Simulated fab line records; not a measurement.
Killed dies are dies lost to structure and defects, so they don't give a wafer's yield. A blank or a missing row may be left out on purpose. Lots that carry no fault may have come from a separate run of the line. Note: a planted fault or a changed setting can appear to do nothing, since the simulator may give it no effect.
A lot that was struck, set against a sound lot :: flow sky130 :: 16 out of 708 route steps
Sound: these wafers, L222.1, L222.4, L222.6. Wafers L224.3, L224.4, L224.5 were the ones struck. The cause is given at the end.
Order at every step that has rows: each side's tool, ch and its chambers, its first start. Under that, the readings that differ: sound wafers :: struck wafers :: difference of the means :: sigmas: that difference in standard deviations of wafers without a fault.
alike: same words and numbers on both sides, and readings whose means sit less than 2 such deviations apart. not compared: any withheld reading, any reading some wafer has no value for, any bound like >300 that may hide the same value, and any number with overlapping values for which the record gives no deviation.
The two part at a step that has a row with sigmas, a row that says differs or no value, or rows on one side only. Non-overlapping numbers with no deviation appear without sigmas and do not part them. A reading that every wafer of one side lacks parts them only if that side has two wafers or more.

SKY_SPACER_THK_MEAS_01:
  struck on filmMetro-03, day 27 23:12; sound on filmMetro-01, day 27 03:59
  alike: SPACER_CVD_00_THK
SKY_SPACER_ETCHBACK_02: etches Si3N4 in CH3F/O2, stops on SiO2, time 46.7 s, target depth 45 nm.
  sound on rieDiel-01 ch 1,3, day 27 04:03; struck on rieDiel-03 ch 1,2,3, day 27 23:14
  alike: ch3fFlowSccm, chamberPressureMTorr, drypumpMotorCurrentA, oesProductAu, throttleValvePct
  not compared: rfHoursCounterH
then, 8 steps without rows for these wafers: SKY_POLY_CUT_DEHYDRATE_00 (time 60 s); SKY_POLY_CUT_HMDS_01 (prime time 60 s); SKY_POLY_CUT_COAT_02 (resist thk 60 nm); SKY_POLY_CUT_COAT_03 (resist thk 450 nm); SKY_POLY_CUT_SOFTBAKE_04 (time 90 s); SKY_POLY_CUT_EXPOSE_05 (exposes mask NPCM, target cd 270 nm); SKY_POLY_CUT_PEB_06; SKY_POLY_CUT_DEVELOP_07 (develop time 60 s).
SKY_POLY_CUT_CD_MEAS_08: target cd 270 nm.
  struck on cdSem-02, day 29 03:22; sound on cdSem-01, day 28 08:41
reading: cdNm (nm)
sound: 267.5 268.0 268.3
struck: 271.9 269.5 271.6
difference: +3.1
sigmas: +2
SKY_POLY_CUT_OVL_MEAS_09:
  struck on overlay-01, day 29 03:28; sound on overlay-02, day 28 08:48
  alike: POLY_CUT_OVL
SKY_POLY_CUT_ETCH_10: etches BARC in N2/H2, stops on SiO2, time 45.9 s, target depth 60 nm.
  sound on rieDiel-01 ch 0,2, day 28 08:50; struck on rieDiel-02 ch 0,2,3, day 29 03:29
  no value came back on the struck wafers for any of 6 readings (biasW (W), chamberPressureMTorr (mTorr) and others); on the sound wafers biasW (W) reads 100.1 100.3 100.3
reading: model.KrF-thick_of_POLY_CUT_COAT_03.thkNm (nm)
sound: 408.2 408.1 409.5
struck: 437.9 438.6 437.2
difference: +29.3
sigmas: 
  not compared: rfHoursCounterH
SKY_POLY_CUT_ETCH_11: etches Si3N4 in CF4/CH2F2/Ar, stops on poly-Si, time 42.5 s, target depth 60 nm.
  sound on rieDiel-01 ch 0,2, day 28 08:53; struck on rieDiel-02 ch 0,2,3, day 29 03:32
reading: oesProductAu (a.u.)
sound: 0.826 0.835 0.825
struck: 0.385 0.369 0.377
difference: -0.452
sigmas: -72

reading: throttleValvePct (%)
sound: 15.010 14.995 14.991
struck: 14.955 14.954 14.935
difference: -0.051
sigmas: -6
  alike: biasW, cf4FlowSccm, chamberPressureMTorr, drypumpMotorCurrentA, mfcArSccm
  not compared: rfHoursCounterH
SKY_POLY_CUT_STRIP_12: strips in O2/N2.
  sound on plasmaAsher-01 ch 0,1, day 28 08:55; struck on plasmaAsher-02 ch 0,1, day 29 03:36
reading: oesProductAu (a.u.)
sound: 0.457 0.453 0.454
struck: 0.461 0.464 0.471
difference: +0.011
sigmas: +2

reading: stripTimeToEndpointS (s)
sound: 5.362 5.355 5.367
struck: 5.642 5.650 5.642
difference: +0.283
sigmas: +15
  alike: chamberPressureMTorr, drypumpMotorCurrentA, n2FlowSccm
  not compared: rfHoursCounterH
-- a jump in the record: the struck wafers' starts before and after are 20 days apart (it breaks off in module POLY_CUT and resumes in module PAD_OPEN, where the first step shown is number 708 of the route) --
SKY_PAD_OPEN_PROBE_99:
  struck on prober-01, day 49 03:55; sound on prober-01, day 48 16:48
reading: killedAtFrontEnd
sound: 16 9 23
struck: 416 430 412
difference: +403
sigmas: +99 or more

reading: killedDies
sound: 100 84 95
struck: 492 492 492
difference: +399
sigmas: +43

reading: killedOnRim
sound: 18 18 19
struck: 96 96 96
difference: +78
sigmas: +22
  alike: killed_at_M0_to_M3, killed_at_M4_up, killedAtContacts, killedAtOther, killedOpen, killedShort

== WHERE THEY PART ==
First at SKY_POLY_CUT_CD_MEAS_08; last, within this record, at SKY_PAD_OPEN_PROBE_99.

WHY: what the simulator had put in
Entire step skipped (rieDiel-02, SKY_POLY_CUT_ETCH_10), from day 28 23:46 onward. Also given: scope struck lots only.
